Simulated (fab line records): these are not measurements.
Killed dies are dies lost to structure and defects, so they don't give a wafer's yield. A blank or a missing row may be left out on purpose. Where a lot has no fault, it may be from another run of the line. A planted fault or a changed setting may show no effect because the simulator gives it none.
fab line records | flow sky130
record lots=7 wafers=21 last-day=50
route steps=708 shown SD_P@359 RES_XHIGH@360 SALICIDE@361 LI_CONTACT@362 PAD_OPEN@708
lots untouched by any fault: they come from a run of this same line in which no faults occurred
start-h: start of the lot's first displayed wafer, in hours after the record's first day | wait-h: hours elapsed since this lot's preceding step | " repeats the value in the row above | L1.1+2: several wafers, shown together as one row | - no value present, or no start provided | * or withheld: withheld | < > ~ a bound
route shown NAME@n: a module of which the file shows steps, and the number in the route of the first | usual: the fault-free wafers' mean and standard deviation | same: alike in all rows | chamber/n: place in a boat | sites: readings site by site | _std_site: standard deviation across them | _edge_site: mean of outer sites minus mean of inner sites | radius-mm: for every site, how far away it sits from the centre of the wafer | mask NAME#n: copy n | behind: the most recent tool/chamber to have shaped the wafer | hold: cause of the lot's hold/its duration in hours/its outcome | device: the n, p or np transistor that did not switch | end of line: tests run on the same wafers once the route is complete | for a step that has no rows: nothing shown but its recipe | killed: count of dies lost to structure and defects at first sort (not the wafer's yield) | map: shows each die of a wafer: x if killed, . if not, _ if none is there
set.NAME: the setting the step ran with; set.NAME@STEP: the setting that earlier step ran with | model.NAME: the simulator's own value behind a step, which no gauge read
certain route steps with their lots: each step a table, each wafer a row
services: the hour from which a tool's chamber was out of use, counted from the record's first day as start-h (under 0 if before that day), plus the number of hours and why
## steps
# step SKY_SD_N_RS_MEAS_17
# recipe thk-meas-gauge=four-point-probe
# usual SD_P_RS=147.3/0.39
# columns lot.wafer tool chamber start-h wait-h SD_P_RS[ohm/sq]
L534.2 film-metro-04 - 669.93 0.1 146.6
L534.3 " - " " 146.6
L534.6 " - " " 146.7
L537.1 film-metro-01 - 706.55 0.1 147.4
L537.2 " - " " 147.4
L537.6 " - " " 147.5
L540.2 film-metro-02 - 722.42 0.1 147.4
L540.4 " - " " 147.2
L540.6 " - " " 147.5
L541.2 film-metro-02 - 732.27 0.1 147.3
L541.5 " - " " 147.6
L541.6 " - " " 147.0
L542.1 film-metro-01 - 734.70 0.1 147.1
L542.2 " - " " 147.1
L542.3 " - " " 147.9
L544.1 film-metro-04 - 747.56 0.1 146.9
L544.4 " - " " 146.9
L544.6 " - " " 147.1
L553.1 film-metro-01 - 817.70 0.1 147.4
L553.4 " - " " 147.2
L553.5 " - " " 147.4
# step SKY_SD_N_RS_MEAS_18
# recipe thk-meas-gauge=four-point-probe
# usual RES_XHIGH_RS=333.6/1.2
# columns lot.wafer tool chamber start-h wait-h RES_XHIGH_RS[ohm/sq]
L534.2 film-metro-04 - 670.05 0.1 334.5
L534.3 " - " " 333.0
L534.6 " - " " 333.5
L537.1 film-metro-01 - 706.67 0.1 334.0
L537.2 " - " " 334.3
L537.6 " - " " 332.9
L540.2 film-metro-02 - 722.54 0.1 332.6
L540.4 " - " " 332.3
L540.6 " - " " 332.6
L541.2 film-metro-02 - 732.39 0.1 333.5
L541.5 " - " " 333.5
L541.6 " - " " 333.4
L542.1 film-metro-01 - 734.82 0.1 333.5
L542.2 " - " " 332.8
L542.3 " - " " 334.0
L544.1 film-metro-04 - 747.68 0.1 331.1
L544.4 " - " " 331.2
L544.6 " - " " 332.2
L553.1 film-metro-01 - 817.82 0.1 334.6
L553.4 " - " " 334.4
L553.5 " - " " 336.3
# step SKY_SALICIDE_CLEAN_00
# recipe chemistry=HF-last time-s=30 dilution=100:1 dry=ipa-marangoni
# step SKY_LI_CONTACT_HDPCVD_00
# recipe material=PSG target-thk-nm=930 sigma-open-frac=0.3 time-s=155 temp-c=600 sih4-flow-sccm=60 pressure-mtorr=6
# step SKY_LI_CONTACT_THK_MEAS_01
# recipe reads=PSG_of_LI_CONTACT_HDPCVD_00
# usual LI_CONTACT_HDPCVD_THK=928/10
# columns lot.wafer tool chamber start-h wait-h LI_CONTACT_HDPCVD_THK[nm]
L534.2 film-metro-02 - 670.28 0.1 932
L534.3 " - " " 930
L534.6 " - " " 933
L537.1 film-metro-04 - 706.91 0.1 921
L537.2 " - " " 937
L537.6 " - " " 929
L540.2 film-metro-02 - 722.77 0.1 905
L540.4 " - " " 905
L540.6 " - " " 928
L541.2 film-metro-04 - 732.62 0.1 920
L541.5 " - " " 919
L541.6 " - " " 935
L542.1 film-metro-02 - 735.06 0.1 937
L542.2 " - " " 913
L542.3 " - " " 935
L544.1 film-metro-02 - 747.97 0.1 933
L544.4 " - " " 935
L544.6 " - " " 923
L553.1 film-metro-02 - 818.06 0.1 930
L553.4 " - " " 923
L553.5 " - " " 922
# step SKY_LI_CONTACT_CMP_02
# recipe material=PSG down-force-psi=4 platen-rpm=60 pad-velocity-m-s=0.94248
# usual head-pressure-psi=4.001/0.0088 motor-current-A=12.2/1.2 platen-rpm=59.99/0.043 time-to-endpoint-s=32/3.4
# columns lot.wafer tool chamber start-h wait-h head-pressure-psi motor-current-A platen-rpm time-to-endpoint-s
L534.2 cmp-02 3 670.43 0.1 3.997 11.3 60.00 30
L534.3 " 0 " " 4.007 10.8 59.98 29
L534.6 " 2 " " 4.006 12.6 59.95 33
L537.1 cmp-02 3 706.97 0.1 4.006 12.2 59.94 30
L537.2 " 2 " " 3.986 13.1 59.99 35
L537.6 " 0 " " 4.010 10.3 59.94 29
L540.2 cmp-01 2 723.05 0.3 4.005 12.9 59.95 34
L540.4 " 3 " " 4.013 14.0 60.04 29
L540.6 " 0 " " 3.991 10.9 60.03 35
L541.2 cmp-02 2 732.72 0.1 3.982 13.6 60.01 31
L541.6 " 1 " " 3.997 13.3 60.00 32
L541.5 " 2 " " 3.993 12.7 60.03 30
L542.2 cmp-02 0 735.12 0.0 3.986 10.1 59.95 25
L542.3 " 1 " " 3.997 12.7 59.98 32
L542.1 " 2 " " 3.992 12.5 59.97 31
L544.4 cmp-01 2 748.03 0.0 4.009 12.7 60.05 37
L544.1 " 1 " " 3.997 12.1 59.96 31
L544.6 " 3 " " 3.993 14.4 60.03 28
L553.1 cmp-01 0 818.12 0.1 3.999 10.8 59.95 36
L553.4 " 3 " " 4.006 14.5 59.91 33
L553.5 " 0 " " 3.995 10.8 59.94 34
# step SKY_LI_CONTACT_BOW_MEAS_03
# recipe mode=bow
# usual LI_CONTACT_BOW=56/6.3
# columns lot.wafer tool chamber start-h wait-h LI_CONTACT_BOW[um]
L534.2 film-metro-04 - 670.65 0.2 62
L534.3 " - " " 55
L534.6 " - " " 51
L537.1 film-metro-01 - 707.27 0.2 54
L537.2 " - " " 66
L537.6 " - " " 57
L540.2 film-metro-04 - 723.27 0.2 56
L540.4 " - " " 51
L540.6 " - " " 53
L541.2 film-metro-01 - 732.99 0.2 53
L541.5 " - " " 56
L541.6 " - " " 58
L542.1 film-metro-01 - 735.42 0.1 58
L542.2 " - " " 66
L542.3 " - " " 49
L544.1 film-metro-02 - 748.33 0.1 42
L544.4 " - " " 48
L544.6 " - " " 51
L553.1 film-metro-02 - 818.42 0.2 49
L553.4 " - " " 50
L553.5 " - " " 63
# step SKY_LI_CONTACT_DEHYDRATE_04
# recipe temp-c=200 time-s=60
# step SKY_LI_CONTACT_HMDS_05
# recipe prime-time-s=60 prime-temp-c=120
# step SKY_LI_CONTACT_COAT_06
# recipe resist=BARC temp-c=withheld time-s=withheld spin-rpm=3000 resist-thk-nm=60
# step SKY_LI_CONTACT_COAT_07
# recipe resist=KrF-thick spin-rpm=3000 resist-thk-nm=450
# step SKY_LI_CONTACT_SOFTBAKE_08
# recipe temp-c=100 time-s=90 resist=KrF-thick
# step SKY_LI_CONTACT_EXPOSE_09
# recipe mask-id=LICM1 na=0.8 source-shape=annular sigma-inner=0.55 sigma-outer=0.85 target-cd-nm=170 dose-mj=38
# usual reticle-temp-C=22.97/0.11 stage-vel-mm-s=499.99/0.24
# same sigma-inner=0.55
# columns lot.wafer tool chamber start-h wait-h mask reticle-temp-C stage-vel-mm-s
L534.2 krf-scanner-02 0 684.21 - LICM1#0 23.13 499.83
L534.3 " 0 " " LICM1#0 23.01 500.06
L534.6 " 0 " " LICM1#0 23.08 500.23
L537.1 krf-scanner-01 0 720.91 - LICM1#0 23.15 500.03
L537.2 " 0 " " LICM1#0 22.95 499.71
L537.6 " 0 " " LICM1#0 22.93 499.76
L540.2 krf-scanner-01 0 737.89 - LICM1#0 22.94 499.65
L540.4 " 0 " " LICM1#0 22.95 500.27
L540.6 " 0 " " LICM1#0 23.05 500.08
L541.2 krf-scanner-01 0 746.26 - LICM1#0 22.91 500.45
L541.5 " 0 " " LICM1#0 22.76 500.28
L541.6 " 0 " " LICM1#0 22.76 500.34
L542.1 krf-scanner-01 0 749.29 - LICM1#0 22.99 499.50
L542.2 " 0 " " LICM1#0 23.00 499.93
L542.3 " 0 " " LICM1#0 22.94 499.60
L544.1 krf-scanner-02 0 763.27 - LICM1#0 23.06 500.08
L544.4 " 0 " " LICM1#0 22.96 500.35
L544.6 " 0 " " LICM1#0 22.96 499.74
L553.1 krf-scanner-02 0 832.02 - LICM1#0 22.79 499.86
L553.4 " 0 " " LICM1#0 22.88 499.97
L553.5 " 0 " " LICM1#0 22.80 500.01
# step SKY_LI_CONTACT_PEB_10
# recipe peb-temp-c=withheld peb-time-s=withheld resist=KrF-thick
# step SKY_LI_CONTACT_DEVELOP_11
# recipe develop-time-s=60 resist=KrF-thick dev-temp-c=21
# step SKY_LI_CONTACT_CD_MEAS_12
# recipe target-cd-nm=170
# usual cd-nm=170.4/1.5
# columns lot.wafer tool chamber start-h wait-h cd-nm
L534.2 cd-sem-01 - 698.55 - 171.2
L534.3 " - " " 170.4
L534.6 " - " " 172.0
L537.1 cd-sem-02 - 735.34 - 170.4
L537.2 " - " " 169.1
L537.6 " - " " 170.0
L540.2 cd-sem-02 - 751.13 - -
L540.4 " - " " -
L540.6 " - " " -
L541.2 cd-sem-02 - 759.30 - -
L541.5 " - " " -
L541.6 " - " " -
L542.1 cd-sem-01 - 763.49 - -
L542.2 " - " " -
L542.3 " - " " -
L544.1 cd-sem-02 - 775.95 - 168.4
L544.4 " - " " 169.4
L544.6 " - " " 169.3
L553.1 cd-sem-02 - 845.35 - 172.8
L553.4 " - " " 172.9
L553.5 " - " " 172.5
# step SKY_LI_CONTACT_OVL_MEAS_13
# usual LI_CONTACT_OVL=-3/5.7
# columns lot.wafer tool chamber start-h wait-h LI_CONTACT_OVL[nm]
L534.2 overlay-01 - 698.66 0.1 -4
L534.3 " - " " -5
L534.6 " - " " -2
L537.1 overlay-02 - 735.46 0.1 2
L537.2 " - " " -3
L537.6 " - " " -3
L540.2 overlay-02 - 751.24 0.1 1
L540.4 " - " " -3
L540.6 " - " " -4
L541.2 overlay-02 - 759.41 0.1 -5
L541.5 " - " " -2
L541.6 " - " " 3
L542.1 overlay-02 - 763.61 0.1 -1
L542.2 " - " " 9
L542.3 " - " " -5
L544.1 overlay-01 - 776.07 0.1 -3
L544.4 " - " " -5
L544.6 " - " " -4
L553.1 overlay-02 - 845.47 0.1 -2
L553.4 " - " " -9
L553.5 " - " " -5
# step SKY_LI_CONTACT_ETCH_14
# recipe chemistry=N2/H2 target=BARC ion-energy-ev=200 source-w=500 bias-w=100 pressure-mtorr=30 n2-flow-sccm=100 h2-flow-sccm=200 stop-on=SiO2 time-s=45.9 target-depth-a=600
# usual drypump-motor-current-A=5.6/0.46 oes-product-au=0.855/0.0045 throttle-valve-pct=13.226/0.0081
# columns lot.wafer tool chamber start-h wait-h drypump-motor-current-A oes-product-au rf-hours-counter-h throttle-valve-pct model.LI_CONTACT.cd-nm
L534.2 rie-diel-02 3 698.69 0.0 5.1 0.856 14 13.217 172
L534.3 " 1 " " 5.2 0.857 17 13.228 171.3
L534.6 " 2 " " 5.8 0.863 - 13.227 172.2
L537.1 rie-diel-02 1 735.50 0.0 5.2 0.855 18 13.234 171.1
L537.2 " 2 " " 5.9 0.852 8 13.233 170.1
L537.6 " 2 " " 5.8 0.853 - 13.232 170.3
L540.2 rie-diel-01 0 751.27 0.0 5.6 0.853 20 13.226 171.5
L540.4 " 3 " " 5.5 0.857 3 13.214 169.5
L540.6 " 0 " " 5.6 0.863 - 13.215 172.2
L541.2 rie-diel-01 3 759.44 0.0 5.5 0.849 3 13.219 172
L541.5 " 3 " " 5.5 0.849 - 13.215 171.3
L541.6 " 0 " " 5.6 0.845 - 13.224 84.19
L542.1 rie-diel-04 3 763.65 0.0 6.4 0.850 13 13.220 17.98
L542.2 " 2 " " 6.2 0.858 4 13.225 170.4
L542.3 " 1 " " 5.7 0.855 42 13.245 67.63
L544.1 rie-diel-01 3 776.10 0.0 5.4 0.860 4 13.238 168.4
L544.4 " 1 " " 4.8 0.864 5 13.231 168.5
L544.6 " 2 " " 5.8 0.855 - 13.215 170.6
L553.1 rie-diel-02 3 845.50 0.0 5.1 0.842 18 13.234 173.6
L553.4 " 1 " " 5.2 0.859 22 13.226 173.8
L553.5 " 2 " " 5.8 0.858 - 13.232 173.3
# step SKY_LI_CONTACT_ETCH_15
# recipe target=PSG chemistry=C4F8/O2/Ar stop-on=Si taper-deg=4.15 mask-material=KrF-thick source-w=1500 bias-w=1200 pressure-mtorr=40 c4f8-flow-sccm=withheld O2_flow_sccm=6 Ar_flow_sccm=300 time-s=withheld target-depth-a=6000
# usual oes-product-au=0.836/0.0048
# columns lot.wafer tool chamber start-h wait-h oes-product-au model.LI_CONTACT.cd-nm
L534.2 rie-diel-02 3 698.73 0.0 0.830 172.5
L534.3 " 1 " " 0.836 172.7
L534.6 " 2 " " 0.840 172.7
L537.1 rie-diel-02 1 735.54 0.0 0.838 172.3
L537.2 " 2 " " 0.840 170.5
L537.6 " 2 " " 0.834 170.7
L540.2 rie-diel-01 0 751.31 0.0 0.831 171.2
L540.4 " 3 " " 0.835 170.4
L540.6 " 0 " " 0.836 172.5
L541.2 rie-diel-01 3 759.48 0.0 0.834 172.2
L541.5 " 3 " " 0.839 171.4
L541.6 " 0 " " 0.826 83.71
L542.1 rie-diel-04 3 763.69 0.0 0.837 17.72
L542.2 " 2 " " 0.835 170.1
L542.3 " 1 " " 0.838 67.2
L544.1 rie-diel-01 3 776.14 0.0 0.832 168.8
L544.4 " 1 " " 0.839 168.7
L544.6 " 2 " " 0.839 170.2
L553.1 rie-diel-02 3 845.54 0.0 0.845 173.9
L553.4 " 1 " " 0.835 175
L553.5 " 2 " " 0.832 173.8
# step SKY_LI_CONTACT_STRIP_16
# recipe chemistry=O2/N2 power-w=1400 pressure-mtorr=1500 platen-temp-c=withheld o2-flow-sccm=3000 n2-flow-sccm=300 overash-fraction=0.5
# usual drypump-motor-current-A=5.7/0.47 oes-product-au=0.375/0.0048 strip-time-to-endpoint-s=3.48/0.033
# columns lot.wafer tool chamber start-h wait-h drypump-motor-current-A oes-product-au rf-hours-counter-h strip-time-to-endpoint-s
L534.2 plasma-asher-04 0 698.81 - 4.8 0.375 95 3.52
L534.3 " 1 " " 6.1 0.374 - 3.50
L534.6 " 1 " " 6.1 0.385 - 3.45
L537.1 plasma-asher-01 1 735.63 - 5.4 0.380 63 3.49
L537.2 " 0 " " 5.9 0.378 63 3.45
L537.6 " 1 " " 5.4 0.366 - 3.45
L540.2 plasma-asher-01 1 751.40 - 5.4 0.372 65 3.47
L540.4 " 1 " " 5.4 0.374 - 3.50
L540.6 " 0 " " 6.0 0.372 - 3.48
L541.2 plasma-asher-01 0 759.56 - 6.0 0.369 66 3.48
L541.5 " 0 " " 5.9 0.383 - 3.48
L541.6 " 1 " " 5.4 0.373 - 3.46
L542.1 plasma-asher-04 1 763.78 - 6.1 0.378 2 3.46
L542.2 " 0 " " 4.8 0.373 2 3.44
L542.3 " 0 " " 4.9 0.369 - 3.41
L544.1 plasma-asher-03 0 776.23 - 6.1 0.376 99 3.45
L544.4 " 1 " " 6.0 0.375 - 3.44
L544.6 " 1 " " 6.0 0.375 - 3.49
L553.1 plasma-asher-03 0 845.63 - 6.1 0.383 106 3.56
L553.4 " 0 " " 6.1 0.383 - 3.47
L553.5 " 1 " " 6.0 0.367 - 3.47
# step SKY_PAD_OPEN_PROBE_99
# usual killed_at_M0_to_M3=42/6.7 killed_at_M4_up=3.3/2.1 killed-at-contacts=24/5.1 killed-at-front-end=15/4.6 killed-at-other=0.3/0.58 killed-dies=85/9.9 killed-on-rim=17/3.7 killed-open=46/6.9 killed-short=38/7
# same gross-dies=492 killed-at-back-side=0
# columns lot.wafer tool chamber start-h wait-h killed_at_M0_to_M3 killed_at_M4_up killed-at-contacts killed-at-front-end killed-at-other killed-dies killed-on-rim killed-open killed-short
L540.2 prober-01 - 1134.57 0.1 39 1 24 10 0 74 15 45 29
L540.4 prober-01 - 1134.67 0.2 40 2 24 18 1 85 17 50 35
L540.6 prober-01 - 1134.77 0.2 34 3 20 14 0 71 15 35 36
L541.2 prober-02 - 1140.65 0.1 52 4 24 11 1 92 26 43 49
L541.5 prober-02 - 1140.80 0.2 45 0 30 17 0 92 19 44 48
L541.6 prober-02 - 1140.85 0.2 54 0 425 13 0 492 96 59 39
L542.1 prober-01 - 1142.10 0.1 49 4 431 8 0 492 96 49 35
L542.2 prober-01 - 1142.15 0.1 51 1 25 20 0 97 17 59 38
L542.3 prober-01 - 1142.20 0.2 35 2 439 15 1 492 96 51 31
L544.1 prober-01 - 1152.67 0.1 36 4 28 16 0 84 22 50 34
L544.4 prober-01 - 1152.82 0.2 33 4 31 9 0 77 16 41 36
L544.6 prober-01 - 1152.92 0.2 45 2 34 16 0 97 18 61 36
L553.1 prober-02 - 1199.47 0.1 36 6 28 12 0 82 18 43 39
L553.4 prober-02 - 1199.62 0.2 37 1 34 7 1 80 14 47 33
L553.5 prober-02 - 1199.67 0.2 47 6 28 12 1 94 17 49 45
# killed by level:class
L540.2 VIA1:geometric-particle:open=8 CONTACT:geometric-particle:open=8 VIA2:geometric-particle:open=8 LI_CONTACT:geometric-particle:open=7 VIA3:geometric-particle:open=7 CONTACT:geometric-particle:short=5 FIELD_ISO:geometric-particle:short=4 METAL2:geometric-particle:short=4
L540.4 CONTACT:geometric-particle:open=10 FIELD_ISO:geometric-particle:open=9 METAL3:geometric-particle:short=7 VIA1:geometric-particle:open=6 LOCAL_INTERCONNECT:geometric-particle:short=6 LI_CONTACT:geometric-particle:open=5 VIA2:geometric-particle:open=5 METAL1:geometric-particle:short=4
L540.6 VIA1:geometric-particle:open=13 LOCAL_INTERCONNECT:geometric-particle:short=6 CONTACT:geometric-particle:open=6 FIELD_ISO:geometric-particle:short=5 METAL1:geometric-particle:short=5 FIELD_ISO:geometric-particle:open=4 METAL2:geometric-particle:short=4 POLY_GATE:geometric-particle:open=3
L541.2 VIA3:geometric-particle:open=9 VIA2:geometric-particle:open=8 METAL2:geometric-particle:short=8 CONTACT:geometric-particle:open=7 METAL1:geometric-particle:short=7 LI_CONTACT:geometric-particle:open=6 VIA1:geometric-particle:open=6 VIA2:geometric-particle:short=5
L541.5 VIA1:geometric-particle:open=10 CONTACT:geometric-particle:open=9 LI_CONTACT:geometric-particle:short=7 CONTACT:geometric-particle:short=7 VIA2:geometric-particle:open=7 VIA1:geometric-particle:short=6 FIELD_ISO:geometric-particle:open=5 LI_CONTACT:geometric-particle:open=5
L541.6 LI_CONTACT:area-expose=394 VIA1:geometric-particle:open=13 CONTACT:geometric-particle:open=12 METAL2:geometric-particle:short=9 VIA2:geometric-particle:open=8 METAL1:geometric-particle:short=7 VIA3:geometric-particle:open=7 LI_CONTACT:geometric-particle:open=6
L542.1 LI_CONTACT:area-expose=408 CONTACT:geometric-particle:open=12 VIA3:geometric-particle:open=12 METAL1:geometric-particle:short=8 VIA2:geometric-particle:open=7 VIA1:geometric-particle:open=6 VIA1:geometric-particle:short=5 METAL3:geometric-particle:short=5
L542.2 VIA1:geometric-particle:open=11 CONTACT:geometric-particle:open=10 LI_CONTACT:geometric-particle:open=9 VIA3:geometric-particle:open=9 FIELD_ISO:geometric-particle:short=8 VIA2:geometric-particle:open=6 FIELD_ISO:geometric-particle:open=5 METAL2:geometric-particle:short=5
L542.3 LI_CONTACT:area-expose=410 CONTACT:geometric-particle:open=10 VIA1:geometric-particle:open=9 LI_CONTACT:geometric-particle:open=8 POLY_GATE:geometric-particle:short=6 VIA2:geometric-particle:open=5 LOCAL_INTERCONNECT:geometric-particle:short=4 CONTACT:geometric-particle:short=4
L544.1 LI_CONTACT:geometric-particle:open=12 CONTACT:geometric-particle:open=10 VIA1:geometric-particle:open=6 VIA2:geometric-particle:open=6 POLY_GATE:geometric-particle:short=5 METAL1:geometric-particle:short=5 CONTACT:geometric-particle:short=4 VIA3:geometric-particle:open=4
L544.4 LI_CONTACT:geometric-particle:open=14 VIA1:geometric-particle:open=9 LI_CONTACT:geometric-particle:short=6 VIA2:geometric-particle:open=6 METAL2:geometric-particle:short=5 LOCAL_INTERCONNECT:geometric-particle:short=4 METAL4:geometric-particle:short=4 FIELD_ISO:geometric-particle:short=3
L544.6 CONTACT:geometric-particle:open=17 VIA1:geometric-particle:open=12 POLY_GATE:geometric-particle:open=8 LOCAL_INTERCONNECT:geometric-particle:short=7 METAL1:geometric-particle:short=7 VIA2:geometric-particle:open=7 METAL2:geometric-particle:short=6 LI_CONTACT:geometric-particle:open=6
L553.1 LI_CONTACT:geometric-particle:open=8 CONTACT:geometric-particle:open=8 CONTACT:geometric-particle:short=8 VIA1:geometric-particle:open=7 METAL2:geometric-particle:short=5 VIA3:geometric-particle:open=5 POLY_GATE:geometric-particle:short=4 VIA2:geometric-particle:open=4
L553.4 CONTACT:geometric-particle:open=18 VIA1:geometric-particle:open=9 LI_CONTACT:geometric-particle:open=7 METAL2:geometric-particle:short=7 VIA2:geometric-particle:open=5 CONTACT:geometric-particle:short=4 METAL1:geometric-particle:short=4 VIA1:geometric-particle:short=3
L553.5 VIA1:geometric-particle:open=13 CONTACT:geometric-particle:open=10 LI_CONTACT:geometric-particle:open=6 CONTACT:geometric-particle:short=6 VIA3:geometric-particle:short=5 METAL1:geometric-particle:open=5 METAL2:geometric-particle:short=5 METAL4:geometric-particle:short=5
# map L540.4 (x killed, . not)
__________.x.x......_________
________..x.........xx_______
______....xx......x...x._____
_____........x.......x...____
____xx....x.......x.x..x..___
___xx...............x......__
__................xx.....x.._
_.....x.............x..xx....
_.....x.......x.....xx......x
_...........x................
_.xx..x......xx.xx.xxxx.....x
_..x.......x.....x.x.xx......
_...xx.............x..x......
_...............x.x..........
_......x.x..xxx........x..x..
__...x...x..x........xxx...._
___.........xx.............__
____......x..x.x.x.x......___
_____.........x.......x.x____
______............x....._____
________............x._______
__________....xx.x.._________
# map L541.6 (x killed, . not)
__________xxxxxxxxxx_________
________xxxxxxxxxxxxxx_______
______xxxxxxxxxxxxxxxxxx_____
_____xxxxxxxxxxxxxxxxxxxx____
____xxxxxxxxxxxxxxxxxxxxxx___
___xxxxxxxxxxxxxxxxxxxxxxxx__
__xxxxxxxxxxxxxxxxxxxxxxxxxx_
_xxxxxxxxxxxxxxxxxxxxxxxxxxxx
_xxxxxxxxxxxxxxxxxxxxxxxxxxxx
_xxxxxxxxxxxxxxxxxxxxxxxxxxxx
_xxxxxxxxxxxxxxxxxxxxxxxxxxxx
_xxxxxxxxxxxxxxxxxxxxxxxxxxxx
_xxxxxxxxxxxxxxxxxxxxxxxxxxxx
_xxxxxxxxxxxxxxxxxxxxxxxxxxxx
_xxxxxxxxxxxxxxxxxxxxxxxxxxxx
__xxxxxxxxxxxxxxxxxxxxxxxxxx_
___xxxxxxxxxxxxxxxxxxxxxxxx__
____xxxxxxxxxxxxxxxxxxxxxx___
_____xxxxxxxxxxxxxxxxxxxx____
______xxxxxxxxxxxxxxxxxx_____
________xxxxxxxxxxxxxx_______
__________xxxxxxxxxx_________
## services
# columns tool chamber start-h hours kind
krf-scanner-02 - 674.43 1.0 pm
rie-diel-02 - 683.01 1.1 repair
krf-scanner-01 - 689.33 0.8 pm
rie-diel-01 1 698.49 4.3 repair
krf-scanner-01 - 704.28 4.0 pm
rie-diel-02 - 713.37 0.6 repair
cmp-01 - 732.08 2.6 repair
krf-scanner-01 - 739.61 1.0 pm
krf-scanner-01 - 743.68 1.3 pm
cmp-01 - 758.44 4.0 pm
rie-diel-02 2 777.34 40.1 repair
cmp-01 - 777.44 1.5 repair
cmp-02 - 779.01 5.3 pm
cmp-01 - 785.11 4.8 pm
rie-diel-02 3 793.34 2.6 repair
cmp-02 - 800.21 2.0 repair
cmp-01 - 802.56 2.7 repair
krf-scanner-02 - 802.97 0.8 pm
krf-scanner-02 - 804.76 1.3 pm
rie-diel-01 1 818.63 5.7 repair
plasma-asher-01 - 823.16 79.1 repair
cmp-02 - 829.25 1.9 repair
krf-scanner-02 - 843.43 1.0 pm
rie-diel-01 - 845.05 2.8 pm
## key
first-sign step=SKY_LI_CONTACT_CD_MEAS_12 reading=cd-nm direction=missing
effect step=SKY_PAD_OPEN_PROBE_99 reading=killed-at-contacts direction=up sigmas=26 usual=24 struck=160 wafers-moved=3
model-effect step=SKY_LI_CONTACT_ETCH_14 value=LI_CONTACT.cd-nm without=171.3 struck=133
model-effect step=SKY_LI_CONTACT_ETCH_15 value=LI_CONTACT.cd-nm without=171.2 struck=132.9
more-kills-born-at SKY_LI_CONTACT_EXPOSE_09@krf-scanner-01=1212
met-at SKY_LI_CONTACT_EXPOSE_09
struck-wafers L540.2,L540.4,L540.6,L541.2,L541.5,L541.6,L542.1,L542.2,L542.3
later-rows-left-out L541.6,L542.1,L542.3
tester-left-out L540,L541,L542
onset-between 720.91 737.89
fault kind=process-parameter-drift tool=krf-scanner-01 chamber=- onset-h=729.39 steps=SKY_LI_CONTACT_EXPOSE_09 channel=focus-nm offset=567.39 spread-by-wafer=0.3 shape=step end-h=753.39
# tester-left-out: of these lots the tester's yield and bins aren't shown, on N5 and GAA mostly nor the transistor test; their killed dies are dies lost to structure and defects alone, not to doping, threshold or leakage, so they don't give the yield
# later-rows-left-out: the simulator's readings of these wafers behind a module that went badly wrong aren't trusted and aren't shown, but for the sort
